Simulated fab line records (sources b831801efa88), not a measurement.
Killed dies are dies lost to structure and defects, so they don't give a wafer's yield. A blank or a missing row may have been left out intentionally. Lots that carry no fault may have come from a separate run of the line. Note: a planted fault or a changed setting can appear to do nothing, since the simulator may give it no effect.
fab line records | flow gf180mcu
record lots=12 wafers=36 last-day=34
route steps=602 shown STI@3 NWELL@50 VT_IMPLANT@108 HV_LDD@225
lots that met no fault: taken from a fault-free run of the same line
start-h: start of the lot's first displayed wafer, in hours after the record's first day | wait-h: hours elapsed since this lot's preceding step | " unchanged from the row above | L1.1+2: several wafers, shown together as one row | - no value present, or no start provided | * or withheld: withheld | < > ~ a bound
route shown NAME@n: a module of which the file shows steps, and the number in the route of the first | usual: mean/standard deviation taken from wafers without a fault | same: alike in all rows | chamber/n: place in a boat | sites: each site's reading | _std_site: standard deviation of those values | _edge_site: outer sites' mean less inner sites' | radius-mm: how far each site lies from the wafer's centre | mask NAME#n: copy n | behind: tool/chamber where the wafer was last shaped | hold: reason for holding the lot/hours on hold/outcome of the hold | device: the transistor (n, p or np) that didn't switch | end of line: tests run on the same wafers once the route is complete | step lacking rows: just its recipe | killed: not the wafer's yield, but the dies lost to structure and defects at the first sort | map: a wafer's dies, marking killed ones x, the rest . and places with no die _
set.NAME: the run value of the setting; set.NAME@STEP: its run value at that earlier step | model.NAME: the simulator's own value behind a step, which no gauge read
a sample of lots followed through the steps of the route, with each step as a table and each wafer as a row
services: from which hour (start-h, from the record's first day; less than 0 if before it) a tool's chamber was out of use, for how many hours, and why
## steps
# step GF_STI_THK_MEAS_02
# recipe reads=SiO2_of_STI_OXIDATION_01
# usual STI_OXIDATION_THK=10.03/0.15
# columns lot.wafer tool chamber start-h wait-h STI_OXIDATION_THK[nm]
L446.2 film-metro-01 - 12.63 0.0 10.01
L446.3 " - " " 9.91
L446.5 " - " " 10.09
L447.2 film-metro-01 - 17.34 0.0 10.03
L447.3 " - " " 9.94
L447.6 " - " " 10.10
L448.1 film-metro-03 - 21.63 0.0 9.79
L448.3 " - " " 9.98
L448.5 " - " " 9.92
L449.1 film-metro-01 - 26.51 0.0 10.00
L449.2 " - " " 10.15
L449.6 " - " " 10.01
L452.1 film-metro-01 - 41.51 0.0 10.11
L452.2 " - " " 10.09
L452.6 " - " " 9.92
L455.3 film-metro-01 - 56.79 0.0 9.90
L455.5 " - " " 9.97
L455.6 " - " " 9.75
L458.2 film-metro-04 - 72.40 0.0 10.25
L458.5 " - " " 10.14
L458.6 " - " " 10.01
L461.1 film-metro-03 - 86.51 0.0 10.33
L461.2 " - " " 10.44
L461.4 " - " " 10.17
L462.3 film-metro-04 - 91.53 0.0 10.28
L462.4 " - " " 10.19
L462.6 " - " " 10.21
L465.2 film-metro-01 - 106.71 0.0 10.18
L465.5 " - " " 10.17
L465.6 " - " " 10.27
L468.1 film-metro-03 - 121.59 0.0 10.25
L468.3 " - " " 10.25
L468.6 " - " " 9.95
L469.2 film-metro-01 - 126.52 0.0 10.06
L469.3 " - " " 10.09
L469.4 " - " " 9.87
# step GF_NWELL_IMPLANT_08
# recipe species=P energy-kev=450 dose-cm2=1.5e+13 tilt-deg=0
# usual dose-ions-cm2=1.4999e+13/1.7e+10 faraday-current-uA=84.3/1.7
# columns lot.wafer tool chamber start-h wait-h dose-ions-cm2 faraday-current-uA
L446.2 implanter-03 0 55.19 0.0 1.5014e+13 84.0
L446.3 " 0 " " 1.5019e+13 85.1
L446.5 " 0 " " 1.5004e+13 83.3
L447.2 implanter-01 0 60.44 0.0 1.4982e+13 86.5
L447.3 " 0 " " 1.4972e+13 85.9
L447.6 " 0 " " 1.4976e+13 85.7
L448.1 implanter-03 0 65.07 0.0 1.5009e+13 82.5
L448.3 " 0 " " 1.4986e+13 83.6
L448.5 " 0 " " 1.5012e+13 83.3
L449.1 implanter-01 0 72.37 0.0 1.5019e+13 87.8
L449.2 " 0 " " 1.4998e+13 83.9
L449.6 " 0 " " 1.5005e+13 85.8
L452.1 implanter-01 0 87.57 0.0 2.2129e+13 121.6
L452.2 " 0 " " 2.21e+13 121.6
L452.6 " 0 " " 2.2097e+13 126.0
L455.3 implanter-01 0 104.32 0.1 2.2102e+13 118.8
L455.5 " 0 " " 2.2099e+13 124.4
L455.6 " 0 " " 2.2112e+13 123.6
L458.2 implanter-02 0 121.14 0.0 1.5016e+13 85.7
L458.5 " 0 " " 1.4994e+13 85.6
L458.6 " 0 " " 1.4985e+13 83.2
L461.1 implanter-02 0 137.00 0.0 1.5018e+13 80.0
L461.2 " 0 " " 1.5017e+13 85.9
L461.4 " 0 " " 1.5024e+13 85.2
L462.3 implanter-02 0 142.17 0.1 1.5008e+13 82.0
L462.4 " 0 " " 1.4988e+13 86.5
L462.6 " 0 " " 1.4997e+13 81.3
L465.2 implanter-03 0 158.50 0.0 1.4994e+13 85.4
L465.5 " 0 " " 1.4985e+13 83.8
L465.6 " 0 " " 1.4996e+13 85.3
L468.1 implanter-01 0 177.17 0.0 1.5004e+13 85.2
L468.3 " 0 " " 1.5005e+13 83.4
L468.6 " 0 " " 1.4996e+13 83.8
L469.2 implanter-01 0 183.35 0.0 1.5026e+13 81.9
L469.3 " 0 " " 1.4998e+13 84.7
L469.4 " 0 " " 1.5011e+13 87.0
# step GF_NWELL_TW_MEAS_11
# usual NWELL_TW=1578/13
# columns lot.wafer tool chamber start-h wait-h NWELL_TW
L446.2 film-metro-03 - 55.58 0.1 1585
L446.3 " - " " 1579
L446.5 " - " " 1585
L447.2 film-metro-03 - 60.83 0.1 1574
L447.3 " - " " 1576
L447.6 " - " " 1578
L448.1 film-metro-02 - 65.47 0.1 1557
L448.3 " - " " 1559
L448.5 " - " " 1552
L449.1 film-metro-02 - 72.77 0.1 1558
L449.2 " - " " 1557
L449.6 " - " " 1563
L452.1 film-metro-04 - 87.97 0.1 1768
L452.2 " - " " 1771
L452.6 " - " " 1767
L455.3 film-metro-03 - 104.69 0.1 1758
L455.5 " - " " 1753
L455.6 " - " " 1762
L458.2 film-metro-04 - 121.53 0.1 1598
L458.5 " - " " 1603
L458.6 " - " " 1597
L461.1 film-metro-02 - 137.40 0.1 1563
L461.2 " - " " 1561
L461.4 " - " " 1567
L462.3 film-metro-03 - 142.54 0.1 1602
L462.4 " - " " 1587
L462.6 " - " " 1595
L465.2 film-metro-02 - 158.88 0.1 1553
L465.5 " - " " 1555
L465.6 " - " " 1555
L468.1 film-metro-04 - 177.57 0.1 1588
L468.3 " - " " 1588
L468.6 " - " " 1585
L469.2 film-metro-02 - 183.73 0.1 1567
L469.3 " - " " 1565
L469.4 " - " " 1569
# step GF_VT_IMPLANT_OVL_MEAS_18
# usual VT_IMPLANT_01_OVL=0.2/1.4
# columns lot.wafer tool chamber start-h wait-h VT_IMPLANT_01_OVL[nm]
L446.2 overlay-01 - 124.87 0.1 0.1
L446.3 " - " " 0.3
L446.5 " - " " 0.6
L447.2 overlay-02 - 130.89 0.1 -2.5
L447.3 " - " " -2.7
L447.6 " - " " 0.0
L448.1 overlay-01 - 137.27 0.1 2.5
L448.3 " - " " -0.5
L448.5 " - " " 0.3
L449.1 overlay-02 - 148.11 0.1 0.3
L449.2 " - " " -0.2
L449.6 " - " " -1.4
L452.1 overlay-01 - 163.31 0.1 -0.3
L452.2 " - " " -0.2
L452.6 " - " " 0.7
L455.3 overlay-01 - 182.23 0.1 1.0
L455.5 " - " " 2.7
L455.6 " - " " 1.6
L458.2 overlay-01 - 201.22 0.1 -1.1
L458.5 " - " " 0.6
L458.6 " - " " 0.7
L461.1 overlay-01 - 221.58 0.1 1.8
L461.2 " - " " 1.5
L461.4 " - " " -0.1
L462.3 overlay-01 - 226.29 0.1 2.7
L462.4 " - " " 3.9
L462.6 " - " " 0.9
L465.2 overlay-01 - 244.94 0.1 0.7
L465.5 " - " " 0.9
L465.6 " - " " -0.3
L468.1 overlay-02 - 267.23 0.1 -0.3
L468.3 " - " " -1.6
L468.6 " - " " -0.7
L469.2 overlay-02 - 273.92 0.1 -1.2
L469.3 " - " " 0.5
L469.4 " - " " -0.6
# step GF_VT_IMPLANT_RS_MEAS_47
# recipe thk-meas-gauge=four-point-probe
# usual NWELL_RS=487.9/1.1
# columns lot.wafer tool chamber start-h wait-h NWELL_RS[ohm/sq]
L446.2 film-metro-04 - 156.92 0.1 486.2
L446.3 " - " " 487.1
L446.5 " - " " 486.9
L447.2 film-metro-04 - 163.27 0.1 486.5
L447.3 " - " " 487.6
L447.6 " - " " 487.4
L448.1 film-metro-03 - 168.95 0.1 486.7
L448.3 " - " " 488.7
L448.5 " - " " 488.0
L449.1 film-metro-02 - 182.20 0.1 489.0
L449.2 " - " " 486.5
L449.6 " - " " 488.6
L452.1 film-metro-04 - 196.50 0.1 398.7
L452.2 " - " " 399.2
L452.6 " - " " 398.5
L455.3 film-metro-03 - 216.04 0.1 400.3
L455.5 " - " " 399.7
L455.6 " - " " 401.1
L458.2 film-metro-02 - 238.22 0.1 489.9
L458.5 " - " " 489.3
L458.6 " - " " 489.1
L461.1 film-metro-04 - 258.14 0.1 490.1
L461.2 " - " " 488.6
L461.4 " - " " 489.1
L462.3 film-metro-04 - 263.69 0.1 486.9
L462.4 " - " " 486.6
L462.6 " - " " 487.3
L465.2 film-metro-03 - 283.76 0.1 489.1
L465.5 " - " " 487.6
L465.6 " - " " 487.9
L468.1 film-metro-02 - 307.94 0.1 488.1
L468.3 " - " " 487.6
L468.6 " - " " 486.8
L469.2 film-metro-03 - 315.15 0.1 488.8
L469.3 " - " " 489.9
L469.4 " - " " 489.2
# step GF_HV_LDD_STRIP_49
# recipe chemistry=O2/N2 power-w=1400 pressure-mtorr=1500 platen-temp-c=250 o2-flow-sccm=3000 n2-flow-sccm=300 overash-fraction=0.5
# usual drypump-motor-current-A=5.4/0.39 heater-power-w=326/18 oes-product-au=0.716/0.0044 strip-time-to-endpoint-s=12.65/0.035
# columns lot.wafer tool chamber start-h wait-h drypump-motor-current-A heater-power-w oes-product-au rf-hours-counter-h strip-time-to-endpoint-s
L446.2 plasma-asher-01 1 273.33 0.1 5.1 362 0.719 63 12.64
L446.3 " 1 " " 5.1 364 0.713 - 12.66
L446.5 " 0 " " 5.2 347 0.721 - 12.68
L447.2 plasma-asher-01 0 281.78 0.1 5.2 345 0.711 64 12.61
L447.3 " 0 " " 5.2 360 0.723 - 12.59
L447.6 " 0 " " 5.2 347 0.714 - 12.61
L448.1 plasma-asher-01 0 289.38 0.1 5.2 350 0.714 65 12.68
L448.3 " 0 " " 5.2 354 0.719 - 12.63
L448.5 " 1 " " 5.1 360 0.717 - 12.63
L449.1 plasma-asher-02 0 305.76 0.1 5.4 322 0.720 21 12.62
L449.2 " 1 " " 6.0 314 0.717 21 12.59
L449.6 " 0 " " 5.4 311 0.715 - 12.59
L452.1 plasma-asher-02 1 318.86 0.1 6.0 310 0.725 23 12.65
L452.2 " 0 " " 5.4 307 0.711 23 12.69
L452.6 " 0 " " 5.4 316 0.708 - 12.68
L455.3 plasma-asher-04 1 342.00 0.1 4.8 311 0.720 - 12.69
L455.5 " 1 " " 4.8 303 0.725 - 12.68
L455.6 " 0 " " 5.5 319 0.719 - 12.61
L458.2 plasma-asher-02 0 370.53 0.1 5.4 318 0.717 28 12.70
L458.5 " 0 " " 5.4 329 0.715 - 12.66
L458.6 " 1 " " 6.0 318 0.718 - 12.64
L461.1 plasma-asher-04 1 395.18 0.1 4.8 313 0.718 72 12.67
L461.2 " 0 " " 5.5 317 0.710 72 12.66
L461.4 " 1 " " 4.8 316 0.722 - 12.66
L462.3 plasma-asher-02 0 403.27 0.1 5.4 314 0.712 - 12.67
L462.4 " 1 " " 6.0 317 0.719 - 12.72
L462.6 " 1 " " 6.0 317 0.711 - 12.67
L465.2 plasma-asher-02 0 424.17 0.1 5.4 318 0.714 35 12.67
L465.5 " 1 " " 6.0 308 0.722 - 12.70
L465.6 " 0 " " 5.4 320 0.712 - 12.69
L468.1 plasma-asher-01 0 452.96 0.1 5.2 328 0.714 2 12.69
L468.3 " 1 " " 5.1 377 0.716 - 12.66
L468.6 " 0 " " 5.2 337 0.714 - 12.65
L469.2 plasma-asher-04 1 464.21 0.1 4.8 317 0.723 80 12.66
L469.3 " 1 " " 4.8 305 0.719 - 12.66
L469.4 " 0 " " 5.5 310 0.715 - 12.64
## services
# columns tool chamber start-h hours kind
implanter-02 - 52.78 1.7 repair
implanter-02 - 62.34 18.9 pm
plasma-asher-01 - 104.79 14.6 pm
plasma-asher-04 - 108.12 15.6 pm
plasma-asher-02 - 108.75 9.0 pm
implanter-03 - 110.06 1.7 repair
implanter-02 - 111.36 3.5 pm
implanter-02 - 164.79 1.1 repair
implanter-02 - 166.85 1.5 repair
implanter-03 - 176.80 5.6 repair
implanter-02 - 210.05 6.8 repair
plasma-asher-02 - 212.00 0.4 repair
plasma-asher-01 - 224.58 2.1 repair
implanter-01 - 251.67 3.2 pm
implanter-03 - 271.92 2.6 repair
implanter-01 - 273.30 1.4 repair
implanter-03 - 276.18 3.6 repair
implanter-01 - 291.21 2.7 repair
plasma-asher-01 - 360.61 4.0 pm
implanter-01 - 384.21 1.2 repair
implanter-01 - 410.30 8.2 pm
plasma-asher-01 - 421.25 9.0 pm
implanter-01 - 424.25 2.1 repair
implanter-01 - 433.82 3.6 repair
## key
first-sign step=GF_NWELL_IMPLANT_08 reading=dose-ions-cm2 direction=up sigmas=99+ usual=1.4999e+13 struck=2.2106e+13
effect step=GF_NWELL_IMPLANT_08 reading=faraday-current-uA direction=up sigmas=23 usual=84.3 struck=122.7
effect step=GF_NWELL_TW_MEAS_11 reading=NWELL_TW direction=up sigmas=14 usual=1578 struck=1763
effect step=GF_VT_IMPLANT_RS_MEAS_47 reading=NWELL_RS direction=down sigmas=82 usual=487.9 struck=399.6
met-at GF_NWELL_IMPLANT_08
struck-lots L452,L455
tester-left-out L452,L455
not-acting-at GF_STI_THK_MEAS_02,GF_VT_IMPLANT_OVL_MEAS_18,GF_HV_LDD_STRIP_49
onset-between 72.37 87.57
fault kind=process-parameter-drift tool=implanter-01 chamber=- onset-h=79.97 steps=GF_NWELL_IMPLANT_08 channel=dose-cm2 offset=7.121e+12 shape=step end-h=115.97 acts-in=these-recipes-only stated=1.5e+13
# tester-left-out: of these lots the tester's yield and bins aren't shown, on N5 and GAA mostly nor the transistor test; their killed dies are dies lost to structure and defects alone, not to doping, threshold or leakage, so they don't give the yield
